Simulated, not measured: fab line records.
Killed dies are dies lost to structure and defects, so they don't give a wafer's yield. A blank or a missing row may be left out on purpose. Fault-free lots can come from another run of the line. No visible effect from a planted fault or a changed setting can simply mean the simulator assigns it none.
fab line records || flow sky130 || part 2 of 2: steps 30 to 38 of 38
[record] {"lots": 5, "wafers": 15, "last_day": 49}
route steps=708 shown VIA1@469 METAL2@483
lots that met no fault: taken from a fault-free run of the same line
start_h: hours from the record's first day to the start of the lot's first wafer shown || wait_h: hours elapsed since this lot's preceding step || " same as the row above || L1.1+2: several wafers, shown together as one row || - no value, or no start given || * or withheld: withheld || < > ~ a bound
route shown NAME@n: names a module that has steps shown in the file, with the first one's number in the route || usual: the fault-free wafers' mean and standard deviation || same: alike in all rows || chamber/n: place in a boat || sites: readings site by site || _std_site: standard deviation of those values || _edge_site: inner sites' mean taken away from outer sites' mean || radius_mm: for every site, how far away it sits from the centre of the wafer || mask NAME#n: copy n || behind: the last tool/chamber to shape the wafer || hold: why the lot went on hold/how many hours it stayed there/how the hold came to an end || device: which transistor (n, p or np) failed to switch || end of line: tests of these same wafers at the route's end || for a step that has no rows: nothing shown but its recipe || killed: count of dies lost to structure and defects at first sort (not the wafer's yield) || map: dies across one wafer; x = killed, . = not, _ = none there
set.NAME: the setting as run; set.NAME@STEP: as run at that earlier step || model.NAME: the simulator's own value behind a step, which no gauge read
lots at some steps of the route; a table a step, a row a wafer
services: when a tool's chamber went out of use (start_h, in hours from the record's first day, below 0 if earlier), for how many hours, and the reason
[[steps]]
[step SKY_METAL2_CD_MEAS_15]
[recipe] {"target_cd_nm": 140}
[usual] {"cd_nm": "140.0/1.5"}
{"lot.wafer": "L076.3", "tool": "cd_sem-01", "chamber": "-", "start_h": 862.78, "wait_h": "-", "cd_nm": 140.6}
{"lot.wafer": "L076.4", "tool": "cd_sem-01", "chamber": "-", "start_h": 862.78, "wait_h": "-", "cd_nm": 138.8}
{"lot.wafer": "L076.5", "tool": "cd_sem-01", "chamber": "-", "start_h": 862.78, "wait_h": "-", "cd_nm": 139.2}
{"lot.wafer": "L078.2", "tool": "cd_sem-02", "chamber": "-", "start_h": 862.92, "wait_h": "-", "cd_nm": 139.1}
{"lot.wafer": "L078.4", "tool": "cd_sem-02", "chamber": "-", "start_h": 862.92, "wait_h": "-", "cd_nm": 138.7}
{"lot.wafer": "L078.5", "tool": "cd_sem-02", "chamber": "-", "start_h": 862.92, "wait_h": "-", "cd_nm": 138.1}
{"lot.wafer": "L083.3", "tool": "cd_sem-01", "chamber": "-", "start_h": 894.54, "wait_h": "-", "cd_nm": 140.3}
{"lot.wafer": "L083.5", "tool": "cd_sem-01", "chamber": "-", "start_h": 894.54, "wait_h": "-", "cd_nm": 139.7}
{"lot.wafer": "L083.6", "tool": "cd_sem-01", "chamber": "-", "start_h": 894.54, "wait_h": "-", "cd_nm": 141.1}
{"lot.wafer": "L092.1", "tool": "cd_sem-01", "chamber": "-", "start_h": 949.30, "wait_h": "-", "cd_nm": 138.6}
{"lot.wafer": "L092.3", "tool": "cd_sem-01", "chamber": "-", "start_h": 949.30, "wait_h": "-", "cd_nm": 138.3}
{"lot.wafer": "L092.5", "tool": "cd_sem-01", "chamber": "-", "start_h": 949.30, "wait_h": "-", "cd_nm": 139.0}
{"lot.wafer": "L093.3", "tool": "cd_sem-01", "chamber": "-", "start_h": 957.73, "wait_h": "-", "cd_nm": 138.9}
{"lot.wafer": "L093.4", "tool": "cd_sem-01", "chamber": "-", "start_h": 957.73, "wait_h": "-", "cd_nm": 141.5}
{"lot.wafer": "L093.5", "tool": "cd_sem-01", "chamber": "-", "start_h": 957.73, "wait_h": "-", "cd_nm": 142.1}
[step SKY_METAL2_OVL_MEAS_16]
[usual] {"METAL2_OVL": "2/5.4"}
{"lot.wafer": "L076.3", "tool": "overlay-01", "chamber": "-", "start_h": 862.87, "wait_h": 0.1, "METAL2_OVL[nm]": 1}
{"lot.wafer": "L076.4", "tool": "overlay-01", "chamber": "-", "start_h": 862.87, "wait_h": 0.1, "METAL2_OVL[nm]": -9}
{"lot.wafer": "L076.5", "tool": "overlay-01", "chamber": "-", "start_h": 862.87, "wait_h": 0.1, "METAL2_OVL[nm]": -2}
{"lot.wafer": "L078.2", "tool": "overlay-02", "chamber": "-", "start_h": 863.02, "wait_h": 0.1, "METAL2_OVL[nm]": 6}
{"lot.wafer": "L078.4", "tool": "overlay-02", "chamber": "-", "start_h": 863.02, "wait_h": 0.1, "METAL2_OVL[nm]": 6}
{"lot.wafer": "L078.5", "tool": "overlay-02", "chamber": "-", "start_h": 863.02, "wait_h": 0.1, "METAL2_OVL[nm]": 0}
{"lot.wafer": "L083.3", "tool": "overlay-02", "chamber": "-", "start_h": 894.63, "wait_h": 0.1, "METAL2_OVL[nm]": -8}
{"lot.wafer": "L083.5", "tool": "overlay-02", "chamber": "-", "start_h": 894.63, "wait_h": 0.1, "METAL2_OVL[nm]": -9}
{"lot.wafer": "L083.6", "tool": "overlay-02", "chamber": "-", "start_h": 894.63, "wait_h": 0.1, "METAL2_OVL[nm]": -7}
{"lot.wafer": "L092.1", "tool": "overlay-02", "chamber": "-", "start_h": 949.42, "wait_h": 0.1, "METAL2_OVL[nm]": 8}
{"lot.wafer": "L092.3", "tool": "overlay-02", "chamber": "-", "start_h": 949.42, "wait_h": 0.1, "METAL2_OVL[nm]": 9}
{"lot.wafer": "L092.5", "tool": "overlay-02", "chamber": "-", "start_h": 949.42, "wait_h": 0.1, "METAL2_OVL[nm]": 7}
{"lot.wafer": "L093.3", "tool": "overlay-02", "chamber": "-", "start_h": 957.82, "wait_h": 0.1, "METAL2_OVL[nm]": 9}
{"lot.wafer": "L093.4", "tool": "overlay-02", "chamber": "-", "start_h": 957.82, "wait_h": 0.1, "METAL2_OVL[nm]": 3}
{"lot.wafer": "L093.5", "tool": "overlay-02", "chamber": "-", "start_h": 957.82, "wait_h": 0.1, "METAL2_OVL[nm]": 4}
[step SKY_METAL2_DESCUM_17]
[recipe] {"chemistry": "O2", "source_power_w": 150, "bias_power_w": 0, "pressure_mtorr": 10, "temp_c": 40, "time_s": 8}
[usual] {"drypump_motor_current_A": "5.47/0.19", "oes_product_au": "0.996/0.013"}
{"lot.wafer": "L076.3", "tool": "rie_metal-03", "chamber": 0, "start_h": 862.91, "wait_h": 0.0, "drypump_motor_current_A": 5.47, "oes_product_au": 1.012, "rf_hours_counter_h": "-"}
{"lot.wafer": "L076.4", "tool": "rie_metal-03", "chamber": 0, "start_h": 862.91, "wait_h": 0.0, "drypump_motor_current_A": 5.49, "oes_product_au": 1.011, "rf_hours_counter_h": "-"}
{"lot.wafer": "L076.5", "tool": "rie_metal-03", "chamber": 0, "start_h": 862.91, "wait_h": 0.0, "drypump_motor_current_A": 5.46, "oes_product_au": 1.015, "rf_hours_counter_h": "-"}
{"lot.wafer": "L078.2", "tool": "rie_metal-01", "chamber": 0, "start_h": 863.05, "wait_h": 0.0, "drypump_motor_current_A": 5.01, "oes_product_au": 0.977, "rf_hours_counter_h": 7}
{"lot.wafer": "L078.4", "tool": "rie_metal-01", "chamber": 1, "start_h": 863.05, "wait_h": 0.0, "drypump_motor_current_A": 5.81, "oes_product_au": 1.016, "rf_hours_counter_h": "-"}
{"lot.wafer": "L078.5", "tool": "rie_metal-01", "chamber": 1, "start_h": 863.05, "wait_h": 0.0, "drypump_motor_current_A": 5.82, "oes_product_au": 1.023, "rf_hours_counter_h": "-"}
{"lot.wafer": "L083.3", "tool": "rie_metal-02", "chamber": 0, "start_h": 894.66, "wait_h": 0.0, "drypump_motor_current_A": 5.64, "oes_product_au": 0.979, "rf_hours_counter_h": "-"}
{"lot.wafer": "L083.5", "tool": "rie_metal-02", "chamber": 0, "start_h": 894.66, "wait_h": 0.0, "drypump_motor_current_A": 5.64, "oes_product_au": 0.983, "rf_hours_counter_h": "-"}
{"lot.wafer": "L083.6", "tool": "rie_metal-02", "chamber": 1, "start_h": 894.66, "wait_h": 0.0, "drypump_motor_current_A": 5.51, "oes_product_au": 0.987, "rf_hours_counter_h": "-"}
{"lot.wafer": "L092.1", "tool": "rie_metal-03", "chamber": 0, "start_h": 949.45, "wait_h": 0.0, "drypump_motor_current_A": 5.49, "oes_product_au": 1.010, "rf_hours_counter_h": 9}
{"lot.wafer": "L092.3", "tool": "rie_metal-03", "chamber": 1, "start_h": 949.45, "wait_h": 0.0, "drypump_motor_current_A": 5.35, "oes_product_au": 0.984, "rf_hours_counter_h": "-"}
{"lot.wafer": "L092.5", "tool": "rie_metal-03", "chamber": 0, "start_h": 949.45, "wait_h": 0.0, "drypump_motor_current_A": 5.48, "oes_product_au": 1.019, "rf_hours_counter_h": "-"}
{"lot.wafer": "L093.3", "tool": "rie_metal-02", "chamber": 1, "start_h": 957.85, "wait_h": 0.0, "drypump_motor_current_A": 5.46, "oes_product_au": 0.995, "rf_hours_counter_h": "-"}
{"lot.wafer": "L093.4", "tool": "rie_metal-02", "chamber": 0, "start_h": 957.85, "wait_h": 0.0, "drypump_motor_current_A": 5.64, "oes_product_au": 0.981, "rf_hours_counter_h": "-"}
{"lot.wafer": "L093.5", "tool": "rie_metal-02", "chamber": 0, "start_h": 957.85, "wait_h": 0.0, "drypump_motor_current_A": 5.62, "oes_product_au": 0.986, "rf_hours_counter_h": "-"}
[step SKY_METAL2_ETCH_18]
[recipe] {"chemistry": "N2/H2", "target": "BARC", "ion_energy_ev": 200, "bias_w": 100, "pressure_mtorr": 30, "n2_flow_sccm": 100, "h2_flow_sccm": 200, "icp_w": 500, "stop_on": "SiO2", "time_s": 45.9, "target_depth_a": 600}
[usual] {"drypump_motor_current_A": "5.48/0.19", "oes_product_au": "0.855/0.0048", "throttle_valve_pct": "13.225/0.0089"}
{"lot.wafer": "L076.3", "tool": "rie_metal-03", "chamber": 0, "start_h": 863.00, "wait_h": 0.1, "drypump_motor_current_A": 5.49, "oes_product_au": 0.852, "rf_hours_counter_h": "-", "throttle_valve_pct": 13.220}
{"lot.wafer": "L076.4", "tool": "rie_metal-03", "chamber": 0, "start_h": 863.00, "wait_h": 0.1, "drypump_motor_current_A": 5.45, "oes_product_au": 0.863, "rf_hours_counter_h": "-", "throttle_valve_pct": 13.224}
{"lot.wafer": "L076.5", "tool": "rie_metal-03", "chamber": 0, "start_h": 863.00, "wait_h": 0.1, "drypump_motor_current_A": 5.48, "oes_product_au": 0.860, "rf_hours_counter_h": "-", "throttle_valve_pct": 13.222}
{"lot.wafer": "L078.2", "tool": "rie_metal-01", "chamber": 0, "start_h": 863.08, "wait_h": 0.0, "drypump_motor_current_A": 5.03, "oes_product_au": 0.852, "rf_hours_counter_h": 7, "throttle_valve_pct": 13.228}
{"lot.wafer": "L078.4", "tool": "rie_metal-01", "chamber": 1, "start_h": 863.08, "wait_h": 0.0, "drypump_motor_current_A": 5.83, "oes_product_au": 0.855, "rf_hours_counter_h": "-", "throttle_valve_pct": 13.215}
{"lot.wafer": "L078.5", "tool": "rie_metal-01", "chamber": 1, "start_h": 863.08, "wait_h": 0.0, "drypump_motor_current_A": 5.82, "oes_product_au": 0.853, "rf_hours_counter_h": "-", "throttle_valve_pct": 13.225}
{"lot.wafer": "L083.3", "tool": "rie_metal-02", "chamber": 0, "start_h": 894.71, "wait_h": 0.0, "drypump_motor_current_A": 5.61, "oes_product_au": 0.853, "rf_hours_counter_h": "-", "throttle_valve_pct": 13.220}
{"lot.wafer": "L083.5", "tool": "rie_metal-02", "chamber": 0, "start_h": 894.71, "wait_h": 0.0, "drypump_motor_current_A": 5.63, "oes_product_au": 0.855, "rf_hours_counter_h": "-", "throttle_valve_pct": 13.212}
{"lot.wafer": "L083.6", "tool": "rie_metal-02", "chamber": 1, "start_h": 894.71, "wait_h": 0.0, "drypump_motor_current_A": 5.45, "oes_product_au": 0.856, "rf_hours_counter_h": "-", "throttle_valve_pct": 13.218}
{"lot.wafer": "L092.1", "tool": "rie_metal-03", "chamber": 0, "start_h": 949.48, "wait_h": 0.0, "drypump_motor_current_A": 5.44, "oes_product_au": 0.861, "rf_hours_counter_h": 9, "throttle_valve_pct": 13.227}
{"lot.wafer": "L092.3", "tool": "rie_metal-03", "chamber": 1, "start_h": 949.48, "wait_h": 0.0, "drypump_motor_current_A": 5.34, "oes_product_au": 0.857, "rf_hours_counter_h": "-", "throttle_valve_pct": 13.211}
{"lot.wafer": "L092.5", "tool": "rie_metal-03", "chamber": 0, "start_h": 949.48, "wait_h": 0.0, "drypump_motor_current_A": 5.47, "oes_product_au": 0.852, "rf_hours_counter_h": "-", "throttle_valve_pct": 13.218}
{"lot.wafer": "L093.3", "tool": "rie_metal-02", "chamber": 1, "start_h": 957.90, "wait_h": 0.0, "drypump_motor_current_A": 5.52, "oes_product_au": 0.861, "rf_hours_counter_h": "-", "throttle_valve_pct": 13.242}
{"lot.wafer": "L093.4", "tool": "rie_metal-02", "chamber": 0, "start_h": 957.90, "wait_h": 0.0, "drypump_motor_current_A": 5.63, "oes_product_au": 0.857, "rf_hours_counter_h": "-", "throttle_valve_pct": 13.221}
{"lot.wafer": "L093.5", "tool": "rie_metal-02", "chamber": 0, "start_h": 957.90, "wait_h": 0.0, "drypump_motor_current_A": 5.65, "oes_product_au": 0.855, "rf_hours_counter_h": "-", "throttle_valve_pct": 13.239}
[step SKY_METAL2_METAL_ETCH_19]
[recipe] {"target_depth_a": 3600, "stop_on": "SiO2", "over_etch_frac": 0.3, "time_s": 78, "chemistry": "Cl2/BCl3", "resist_sidewall_deg": 88, "pressure_mtorr": 10, "icp_w": 900, "bias_w": 48.5, "Cl2_flow_sccm": 60, "bcl3_flow_sccm": 30}
[usual] {"drypump_motor_current_A": "5.47/0.19", "oes_product_au": "0.854/0.0051", "throttle_valve_pct": "22.264/0.0092"}
{"lot.wafer": "L076.3", "tool": "rie_metal-03", "chamber": 0, "start_h": 863.14, "wait_h": 0.1, "drypump_motor_current_A": 5.47, "oes_product_au": 0.857, "rf_hours_counter_h": "-", "throttle_valve_pct": 22.259}
{"lot.wafer": "L076.4", "tool": "rie_metal-03", "chamber": 0, "start_h": 863.14, "wait_h": 0.1, "drypump_motor_current_A": 5.49, "oes_product_au": 0.864, "rf_hours_counter_h": "-", "throttle_valve_pct": 22.253}
{"lot.wafer": "L076.5", "tool": "rie_metal-03", "chamber": 0, "start_h": 863.14, "wait_h": 0.1, "drypump_motor_current_A": 5.48, "oes_product_au": 0.865, "rf_hours_counter_h": "-", "throttle_valve_pct": 22.265}
{"lot.wafer": "L078.2", "tool": "rie_metal-01", "chamber": 0, "start_h": 863.15, "wait_h": 0.0, "drypump_motor_current_A": 5.02, "oes_product_au": 0.856, "rf_hours_counter_h": 7, "throttle_valve_pct": 22.269}
{"lot.wafer": "L078.4", "tool": "rie_metal-01", "chamber": 1, "start_h": 863.15, "wait_h": 0.0, "drypump_motor_current_A": 5.83, "oes_product_au": 0.846, "rf_hours_counter_h": "-", "throttle_valve_pct": 22.263}
{"lot.wafer": "L078.5", "tool": "rie_metal-01", "chamber": 1, "start_h": 863.15, "wait_h": 0.0, "drypump_motor_current_A": 5.84, "oes_product_au": 0.857, "rf_hours_counter_h": "-", "throttle_valve_pct": 22.264}
{"lot.wafer": "L083.3", "tool": "rie_metal-02", "chamber": 0, "start_h": 894.78, "wait_h": 0.1, "drypump_motor_current_A": 5.62, "oes_product_au": 0.858, "rf_hours_counter_h": "-", "throttle_valve_pct": 22.273}
{"lot.wafer": "L083.5", "tool": "rie_metal-02", "chamber": 0, "start_h": 894.78, "wait_h": 0.1, "drypump_motor_current_A": 5.63, "oes_product_au": 0.853, "rf_hours_counter_h": "-", "throttle_valve_pct": 22.260}
{"lot.wafer": "L083.6", "tool": "rie_metal-02", "chamber": 1, "start_h": 894.78, "wait_h": 0.1, "drypump_motor_current_A": 5.45, "oes_product_au": 0.861, "rf_hours_counter_h": "-", "throttle_valve_pct": 22.268}
{"lot.wafer": "L092.1", "tool": "rie_metal-03", "chamber": 0, "start_h": 949.55, "wait_h": 0.0, "drypump_motor_current_A": 5.47, "oes_product_au": 0.851, "rf_hours_counter_h": 9, "throttle_valve_pct": 22.250}
{"lot.wafer": "L092.3", "tool": "rie_metal-03", "chamber": 1, "start_h": 949.55, "wait_h": 0.0, "drypump_motor_current_A": 5.35, "oes_product_au": 0.853, "rf_hours_counter_h": "-", "throttle_valve_pct": 22.269}
{"lot.wafer": "L092.5", "tool": "rie_metal-03", "chamber": 0, "start_h": 949.55, "wait_h": 0.0, "drypump_motor_current_A": 5.47, "oes_product_au": 0.861, "rf_hours_counter_h": "-", "throttle_valve_pct": 22.259}
{"lot.wafer": "L093.3", "tool": "rie_metal-02", "chamber": 1, "start_h": 957.97, "wait_h": 0.1, "drypump_motor_current_A": 5.48, "oes_product_au": 0.854, "rf_hours_counter_h": "-", "throttle_valve_pct": 22.262}
{"lot.wafer": "L093.4", "tool": "rie_metal-02", "chamber": 0, "start_h": 957.97, "wait_h": 0.1, "drypump_motor_current_A": 5.67, "oes_product_au": 0.855, "rf_hours_counter_h": "-", "throttle_valve_pct": 22.261}
{"lot.wafer": "L093.5", "tool": "rie_metal-02", "chamber": 0, "start_h": 957.97, "wait_h": 0.1, "drypump_motor_current_A": 5.62, "oes_product_au": 0.853, "rf_hours_counter_h": "-", "throttle_valve_pct": 22.261}
[step SKY_METAL2_STRIP_20]
[recipe] {"chemistry": "O2/N2", "power_w": 1400, "pressure_mtorr": 1500, "platen_temp_c": "withheld", "o2_flow_sccm": 3000, "n2_flow_sccm": 300, "overash_fraction": 0.5}
[usual] {"drypump_motor_current_A": "5.9/0.39", "oes_product_au": "0.344/0.0056", "strip_time_to_endpoint_s": "2.73/0.065"}
{"lot.wafer": "L078.2", "tool": "plasma_asher-01", "chamber": 1, "start_h": 863.24, "wait_h": 0.1, "drypump_motor_current_A": 5.2, "oes_product_au": 0.336, "rf_hours_counter_h": 106, "strip_time_to_endpoint_s": 2.72}
{"lot.wafer": "L078.4", "tool": "plasma_asher-01", "chamber": 1, "start_h": 863.24, "wait_h": 0.1, "drypump_motor_current_A": 5.2, "oes_product_au": 0.336, "rf_hours_counter_h": "-", "strip_time_to_endpoint_s": 2.57}
{"lot.wafer": "L078.5", "tool": "plasma_asher-01", "chamber": 1, "start_h": 863.24, "wait_h": 0.1, "drypump_motor_current_A": 5.2, "oes_product_au": 0.342, "rf_hours_counter_h": "-", "strip_time_to_endpoint_s": 2.56}
{"lot.wafer": "L076.3", "tool": "plasma_asher-03", "chamber": 0, "start_h": 863.30, "wait_h": 0.1, "drypump_motor_current_A": 6.5, "oes_product_au": 0.341, "rf_hours_counter_h": "-", "strip_time_to_endpoint_s": 2.65}
{"lot.wafer": "L076.4", "tool": "plasma_asher-03", "chamber": 1, "start_h": 863.30, "wait_h": 0.1, "drypump_motor_current_A": 5.9, "oes_product_au": 0.333, "rf_hours_counter_h": "-", "strip_time_to_endpoint_s": 2.68}
{"lot.wafer": "L076.5", "tool": "plasma_asher-03", "chamber": 0, "start_h": 863.30, "wait_h": 0.1, "drypump_motor_current_A": 6.5, "oes_product_au": 0.344, "rf_hours_counter_h": "-", "strip_time_to_endpoint_s": 2.65}
{"lot.wafer": "L083.3", "tool": "plasma_asher-03", "chamber": 0, "start_h": 894.87, "wait_h": 0.1, "drypump_motor_current_A": 6.5, "oes_product_au": 0.352, "rf_hours_counter_h": "-", "strip_time_to_endpoint_s": 2.79}
{"lot.wafer": "L083.5", "tool": "plasma_asher-03", "chamber": 0, "start_h": 894.87, "wait_h": 0.1, "drypump_motor_current_A": 6.5, "oes_product_au": 0.351, "rf_hours_counter_h": "-", "strip_time_to_endpoint_s": 2.80}
{"lot.wafer": "L083.6", "tool": "plasma_asher-03", "chamber": 1, "start_h": 894.87, "wait_h": 0.1, "drypump_motor_current_A": 5.8, "oes_product_au": 0.349, "rf_hours_counter_h": "-", "strip_time_to_endpoint_s": 2.80}
{"lot.wafer": "L092.1", "tool": "plasma_asher-03", "chamber": 1, "start_h": 949.64, "wait_h": 0.1, "drypump_motor_current_A": 5.8, "oes_product_au": 0.332, "rf_hours_counter_h": 81, "strip_time_to_endpoint_s": 2.66}
{"lot.wafer": "L092.3", "tool": "plasma_asher-03", "chamber": 0, "start_h": 949.64, "wait_h": 0.1, "drypump_motor_current_A": 6.5, "oes_product_au": 0.346, "rf_hours_counter_h": "-", "strip_time_to_endpoint_s": 2.75}
{"lot.wafer": "L092.5", "tool": "plasma_asher-03", "chamber": 1, "start_h": 949.64, "wait_h": 0.1, "drypump_motor_current_A": 5.8, "oes_product_au": 0.334, "rf_hours_counter_h": "-", "strip_time_to_endpoint_s": 2.65}
{"lot.wafer": "L093.3", "tool": "plasma_asher-01", "chamber": 0, "start_h": 958.06, "wait_h": 0.1, "drypump_motor_current_A": 5.8, "oes_product_au": 0.342, "rf_hours_counter_h": "-", "strip_time_to_endpoint_s": 2.74}
{"lot.wafer": "L093.4", "tool": "plasma_asher-01", "chamber": 1, "start_h": 958.06, "wait_h": 0.1, "drypump_motor_current_A": 5.2, "oes_product_au": 0.335, "rf_hours_counter_h": "-", "strip_time_to_endpoint_s": 2.73}
{"lot.wafer": "L093.5", "tool": "plasma_asher-01", "chamber": 1, "start_h": 958.06, "wait_h": 0.1, "drypump_motor_current_A": 5.2, "oes_product_au": 0.347, "rf_hours_counter_h": "-", "strip_time_to_endpoint_s": 2.75}
[step SKY_METAL2_STRIP_21]
[recipe] {"chemistry": "post_etch_residue_remover", "time_s": 1200, "temp_c": 72.5}
{"lot.wafer": "L078.2+4+5", "tool": "wet_bench-04", "chamber": 3, "start_h": 863.34, "wait_h": 0.1}
{"lot.wafer": "L076.3+4+5", "tool": "wet_bench-02", "chamber": 2, "start_h": 863.36, "wait_h": 0.0}
{"lot.wafer": "L083.3+5+6", "tool": "wet_bench-03", "chamber": 1, "start_h": 894.94, "wait_h": 0.0}
{"lot.wafer": "L092.1+3+5", "tool": "wet_bench-03", "chamber": 0, "start_h": 949.74, "wait_h": 0.1}
{"lot.wafer": "L093.3+4+5", "tool": "wet_bench-04", "chamber": 3, "start_h": 958.13, "wait_h": 0.0}
[step SKY_METAL2_CLEAN_22]
[recipe] {"chemistry": "IPA", "time_s": 180, "temp_c": 25}
{"lot.wafer": "L078.2+4+5", "tool": "wet_bench-03", "chamber": 1, "start_h": 863.68, "wait_h": 0.0}
{"lot.wafer": "L076.3+4+5", "tool": "wet_bench-04", "chamber": 1, "start_h": 864.05, "wait_h": 0.0}
{"lot.wafer": "L083.3+5+6", "tool": "wet_bench-04", "chamber": 1, "start_h": 895.28, "wait_h": 0.0}
{"lot.wafer": "L092.1+3+5", "tool": "wet_bench-04", "chamber": 1, "start_h": 950.08, "wait_h": 0.0}
{"lot.wafer": "L093.3+4+5", "tool": "wet_bench-03", "chamber": 3, "start_h": 958.81, "wait_h": 0.0}
[step SKY_METAL2_CLEAN_23]
[recipe] {"chemistry": "O3/DIW", "dry": "n2_spin"}
{"lot.wafer": "L078.2+4+5", "tool": "wet_bench-04", "chamber": 3, "start_h": 863.74, "wait_h": 0.0}
{"lot.wafer": "L076.3+4+5", "tool": "wet_bench-02", "chamber": 0, "start_h": 864.11, "wait_h": 0.0}
{"lot.wafer": "L083.3+5+6", "tool": "wet_bench-03", "chamber": 3, "start_h": 895.34, "wait_h": 0.0}
{"lot.wafer": "L092.1+3+5", "tool": "wet_bench-02", "chamber": 3, "start_h": 950.20, "wait_h": 0.0}
{"lot.wafer": "L093.3+4+5", "tool": "wet_bench-02", "chamber": 3, "start_h": 958.87, "wait_h": 0.0}
[[services]]
{"tool": "wet_bench-02", "chamber": "-", "start_h": 810.70, "hours": 1.5, "kind": "repair"}
{"tool": "rie_metal-03", "chamber": 1, "start_h": 816.89, "hours": 4.6, "kind": "repair"}
{"tool": "rie_diel-03", "chamber": 1, "start_h": 818.98, "hours": 12.5, "kind": "repair"}
{"tool": "cvd_w-01", "chamber": "-", "start_h": 828.75, "hours": 6.9, "kind": "pm"}
{"tool": "rie_diel-04", "chamber": 0, "start_h": 840.16, "hours": 13.7, "kind": "repair"}
{"tool": "pvd_sputter-01", "chamber": "-", "start_h": 842.46, "hours": 0.5, "kind": "repair"}
{"tool": "rie_diel-04", "chamber": 3, "start_h": 843.02, "hours": 24.5, "kind": "repair"}
{"tool": "rie_diel-03", "chamber": 0, "start_h": 846.48, "hours": 2.6, "kind": "repair"}
{"tool": "pvd_sputter-03", "chamber": "-", "start_h": 850.45, "hours": 5.4, "kind": "repair"}
{"tool": "pvd_sputter-03", "chamber": "-", "start_h": 850.84, "hours": 1.9, "kind": "repair"}
{"tool": "wet_bench-04", "chamber": "-", "start_h": 865.68, "hours": 1.1, "kind": "repair"}
{"tool": "pvd_sputter-01", "chamber": "-", "start_h": 866.82, "hours": 1.1, "kind": "repair"}
{"tool": "rie_diel-04", "chamber": "-", "start_h": 867.33, "hours": 2.8, "kind": "pm"}
{"tool": "rie_metal-01", "chamber": "-", "start_h": 872.11, "hours": 2.8, "kind": "pm"}
{"tool": "krf_scanner-02", "chamber": "-", "start_h": 882.00, "hours": 1.0, "kind": "pm"}
{"tool": "pvd_sputter-03", "chamber": "-", "start_h": 889.20, "hours": 6.1, "kind": "repair"}
{"tool": "rie_diel-04", "chamber": 0, "start_h": 905.17, "hours": 6.4, "kind": "repair"}
{"tool": "rie_metal-02", "chamber": 1, "start_h": 911.44, "hours": 6.3, "kind": "repair"}
{"tool": "rie_diel-03", "chamber": 3, "start_h": 925.50, "hours": 31.2, "kind": "repair"}
{"tool": "krf_scanner-02", "chamber": "-", "start_h": 927.48, "hours": 0.8, "kind": "pm"}
{"tool": "cmp-02", "chamber": "-", "start_h": 933.82, "hours": 3.4, "kind": "repair"}
{"tool": "krf_scanner-02", "chamber": "-", "start_h": 939.83, "hours": 0.9, "kind": "repair"}
{"tool": "cmp-02", "chamber": "-", "start_h": 944.53, "hours": 0.9, "kind": "repair"}
{"tool": "pvd_sputter-03", "chamber": "-", "start_h": 950.59, "hours": 4.6, "kind": "repair"}
